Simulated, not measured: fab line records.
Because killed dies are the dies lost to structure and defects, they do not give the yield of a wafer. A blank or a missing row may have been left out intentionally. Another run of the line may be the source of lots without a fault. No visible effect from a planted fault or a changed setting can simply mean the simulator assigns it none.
The tool behind it: which one? :: flow sky130 :: at 1 step of a route of 708, 6 lots with 18 wafers sampled

== WHAT THE GAUGES READ, wafer by wafer ==
SKY_NWELL_THK_MEAS_02.
lot: L810
measured: day 2 19:56
on: film_metro-02
NWELL_OXIDATION_THK (nm): 10.27 10.17 10.25

lot: L812
measured: day 3 02:09
on: film_metro-04
NWELL_OXIDATION_THK (nm): 10.07 10.07 10.21

lot: L814
measured: day 3 15:55
on: film_metro-04
NWELL_OXIDATION_THK (nm): 9.92 10.12 9.94

lot: L827
measured: day 6 14:07
on: film_metro-04
NWELL_OXIDATION_THK (nm): 10.01 9.98 10.11

lot: L829
measured: day 6 19:57
on: film_metro-03
NWELL_OXIDATION_THK (nm): 10.22 10.34 10.02

lot: L831
measured: day 7 05:38
on: film_metro-04
NWELL_OXIDATION_THK (nm): 10.09 10.18 10.25

== TOOL THAT RAN EACH LOT (tool first, then ch and the chambers of the sampled wafers, then the start) ==
The record shows no process step preceding these readings.

== THE ANSWER, worked out from the rows above alone ==
Rule: the lots themselves supply what counts as usual. Put in order of their means at a reading, lots are off if they are a third of the lots or fewer, leave a main group of 4 or more, and stand apart from it by a gap of 3 or more times the standard deviation of the main group's means; of several such gaps the widest counts. A main group whose means are all the same, to the digits that the tables above print for the reading, isn't used. Also off: a lot with no number at a reading for which 4 or more lots have one. Any other lot the step has rows for is counted as sound.
No lot is off at any reading shown: from this, nothing can be told.

== WHAT HAD BEEN PUT IN BY THE SIMULATOR ==
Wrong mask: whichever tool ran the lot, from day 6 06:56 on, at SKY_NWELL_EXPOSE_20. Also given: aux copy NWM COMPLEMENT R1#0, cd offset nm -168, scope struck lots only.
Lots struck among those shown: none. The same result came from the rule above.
